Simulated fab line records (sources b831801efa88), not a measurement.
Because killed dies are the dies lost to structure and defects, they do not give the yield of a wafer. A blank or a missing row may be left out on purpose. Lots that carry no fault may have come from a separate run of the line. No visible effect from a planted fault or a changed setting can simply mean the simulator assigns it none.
Chamber matching :: flow sfq line :: pecvd-03 running SFQ_TRILAYER_I0_DEP_PECVD_027: 3 sister chambers
The step deposits SiO2 from SiH4/N2O, time 111.11 s, target thk 500 nm. 6 wafers are shown with their chamber, then 7 later ones without.

## WAFERS, EACH WITH ITS CHAMBER
wafer: L510.5
chamber: 0
heater power w (W): 107
throttle valve pct (%): 24.6

wafer: L510.6
chamber: 1
heater power w (W): 91
throttle valve pct (%): 25.8

wafer: L516.3
chamber: 2
heater power w (W): 97
throttle valve pct (%): 25.4

wafer: L516.4
chamber: 1
heater power w (W): 99
throttle valve pct (%): 26.0

wafer: L522.1
chamber: 0
heater power w (W): 122
throttle valve pct (%): 24.9

wafer: L522.2
chamber: 2
heater power w (W): 91
throttle valve pct (%): 25.6

## WAFERS WHOSE CHAMBER IS MISSING
wafer: L522.3
heater power w (W): 92
throttle valve pct (%): 26.1

wafer: L523.1
heater power w (W): 122
throttle valve pct (%): 25.1

wafer: L523.2
heater power w (W): 98
throttle valve pct (%): 25.8

wafer: L523.4
heater power w (W): 106
throttle valve pct (%): 24.9

wafer: L525.1
heater power w (W): 119
throttle valve pct (%): 25.1

wafer: L525.4
heater power w (W): 123
throttle valve pct (%): 25.2

wafer: L525.5
heater power w (W): 90
throttle valve pct (%): 25.7

## THE CHAMBER EACH PASSED THROUGH
wafer: L522.3
from the rows above: 1
in truth: 1

wafer: L523.1
from the rows above: 0
in truth: 0

wafer: L523.2
from the rows above: can't be placed: 1 or 2
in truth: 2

wafer: L523.4
from the rows above: 0
in truth: 0

wafer: L525.1
from the rows above: can't be placed: 0 or 2
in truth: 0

wafer: L525.4
from the rows above: can't be placed: 0 or 2
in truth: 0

wafer: L525.5
from the rows above: can't be placed: 2 or 1
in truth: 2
Placed correctly: 3 of 7. Unplaceable from these rows: 4, with the true chamber sitting among the candidates in 4. 0 placed wrongly.
How it was worked out, from the rows above alone: a wafer's distance from a chamber is the root of the sum, over the readings, of the square of ((its reading less the chamber's mean) divided by the reading's scatter). If the next closest chamber is less than 2 further off than the closest, the wafer can't be placed; otherwise it belongs to the closest. For every chamber, the mean is computed from those of its wafers that are shown. How the scatter is found: for the shown wafers, subtract from each reading the mean of its chamber, square and add these, divide the total by (wafers less chambers), then take the root.
